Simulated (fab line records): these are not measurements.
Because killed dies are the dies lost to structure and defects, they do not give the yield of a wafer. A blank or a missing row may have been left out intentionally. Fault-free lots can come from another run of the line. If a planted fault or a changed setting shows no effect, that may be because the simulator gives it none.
Check of tool commonality -- flow sky130 -- 42 wafers sampled across 11 lots

WHY THIS WAS OPENED
3 of 11 lots carry a flag on the reading GATE_OXIDE_OXIDATION_00_THK at SKY_GATE_OXIDE_THK_MEAS_02. Fault-free wafers read 10.21 nm, with a standard deviation of 0.19.
Rule: a lot is flagged when every wafer of it that has a number lies more than 4 standard deviations from that mean, or none has a number. All remaining lots are regarded as sound.

lot,measured,on,"GATE_OXIDE_OXIDATION_00_THK (nm), wafer by wafer",flag
L331,day 12 22:15,film metro-02,10.03 10.11 10.17,
L332,day 13 02:26,film metro-02,10.17 10.24 10.25,
L337,day 14 19:46,film metro-01,9.87 10.17 9.75,
L338,day 15 18:03,film metro-01,10.40 10.29 10.16,
L339,day 16 02:24,film metro-04,10.33 10.23 10.36,
L341,day 16 12:14,film metro-01,5.79 5.64 5.75 5.75 5.64 5.73,FLAGGED
L342,day 17 02:05,film metro-04,5.84 5.78 5.88 5.80 5.80 5.91,FLAGGED
L343,day 17 11:49,film metro-01,5.38 5.49 5.44 5.38 5.38 5.51,FLAGGED
L350,day 19 13:40,film metro-04,10.21 10.32 10.10,
L353,day 20 13:17,film metro-02,10.08 10.24 10.35,
L354,day 20 18:03,film metro-01,10.19 10.36 10.15,
Average over the flagged lots: 5.66 nm; offset from the usual -4.55 nm, equal to -24 standard deviations.

TOOL THAT RAN EACH LOT
3 process steps preceding the reading are held in the record, out of 708 steps in the route. Every cell lists first the tool, next ch and the chambers used by the sampled wafers, and last the start.
lot,flag,SKY_VT_ADJUST_NCORE_STRIP_10,SKY_SONOS_ONO_ETCH_15,SKY_GATE_OXIDE_OXIDATION_01
L331,,"plasma asher-04 ch 0,1, day 8 17:43","rie diel-03 ch 0,1,3, day 12 19:26","furnace-02 ch 0, day 12 20:50"
L332,,"plasma asher-03 ch 0,1, day 8 21:01","rie diel-03 ch 0,1,2, day 12 22:44","furnace-01 ch 0, day 13 01:01"
L337,,"plasma asher-02 ch 0,1, day 10 08:08","rie diel-04 ch 0,3, day 14 17:25","furnace-01 ch 0, day 14 18:20"
L338,,"plasma asher-04 ch 0,1, day 10 22:11","rie diel-03 ch 0,1,3, day 15 10:01","furnace-01 ch 0, day 15 16:38"
L339,,"plasma asher-04 ch 0,1, day 11 04:55","rie diel-03 ch 0,1,3, day 15 17:41","furnace-01 ch 0, day 16 00:59"
L341,FLAGGED,"plasma asher-03 ch 0,1, day 11 15:25","rie diel-04 ch 0,1,3, day 16 06:59","furnace-01 ch 0, day 16 10:50"
L342,FLAGGED,"plasma asher-04 ch 0,1, day 11 23:40","rie diel-03 ch 0,1,3, day 16 15:28","furnace-01 ch 0, day 17 00:41"
L343,FLAGGED,"plasma asher-03 ch 0,1, day 12 06:55","rie diel-04 ch 1,3, day 17 03:05","furnace-01 ch 0, day 17 10:24"
L350,,"plasma asher-03 ch 0,1, day 14 09:23","rie diel-04 ch 0,3, day 19 11:55","furnace-02 ch 0, day 19 12:15"
L353,,"plasma asher-03 ch 0, day 15 06:52","rie diel-03 ch 0,2,3, day 20 10:16","furnace-02 ch 0, day 20 11:52"
L354,,"plasma asher-02 ch 0,1, day 15 14:49","rie diel-02 ch 0,1,2, day 20 16:16","furnace-02 ch 0, day 20 16:38"
What is done by these steps:
- SKY_VT_ADJUST_NCORE_STRIP_10: strips in O2/N2.
- SKY_SONOS_ONO_ETCH_15: etches the open film in CHF3/O2, target depth 19.52 nm, time 7.8 s.
- SKY_GATE_OXIDE_OXIDATION_01: stabilise 600 s, purge 300 s, target thk 10.268 nm.
- SKY_GATE_OXIDE_THK_MEAS_02

FLAGGED OVER TOTAL, TOOL BY TOOL (the gauges that took the reading come last)
step,tool,lots run,flagged,share of the flagged lots,sound lots run after its first flagged lot
SKY_VT_ADJUST_NCORE_STRIP_10,plasma asher-02,2,0,none,-
SKY_VT_ADJUST_NCORE_STRIP_10,plasma asher-03,5,2,some,"2 (L350,L353)"
SKY_VT_ADJUST_NCORE_STRIP_10,plasma asher-04,4,1,some,0
SKY_SONOS_ONO_ETCH_15,rie diel-02,1,0,none,-
SKY_SONOS_ONO_ETCH_15,rie diel-03,6,1,some,1 (L353)
SKY_SONOS_ONO_ETCH_15,rie diel-04,4,2,some,1 (L350)
SKY_GATE_OXIDE_OXIDATION_01,furnace-01,7,3,all,0
SKY_GATE_OXIDE_OXIDATION_01,furnace-02,4,0,none,-
SKY_GATE_OXIDE_THK_MEAS_02,film metro-01,5,2,some,1 (L354)
SKY_GATE_OXIDE_THK_MEAS_02,film metro-02,3,0,none,-
SKY_GATE_OXIDE_THK_MEAS_02,film metro-04,3,1,some,1 (L350)

WHAT THE TABLE ALLOWS
1 row of the table ran every flagged lot: furnace-01 at SKY_GATE_OXIDE_OXIDATION_01.
- furnace-01 at SKY_GATE_OXIDE_OXIDATION_01 ran 7 lots, 3 of them flagged. Last sound lot L339 at day 16 00:59, first flagged lot L341 at day 16 10:50; a fault beginning in between fits.
furnace-01 at SKY_GATE_OXIDE_OXIDATION_01 is the single tool remaining.

WHAT WAS PUT IN BY THE SIMULATOR
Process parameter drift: furnace-01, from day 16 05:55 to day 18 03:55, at SKY_GATE_OXIDE_OXIDATION_01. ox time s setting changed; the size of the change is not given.
Shown lots that were struck: L341, L342, L343. The rule above reached the same finding.
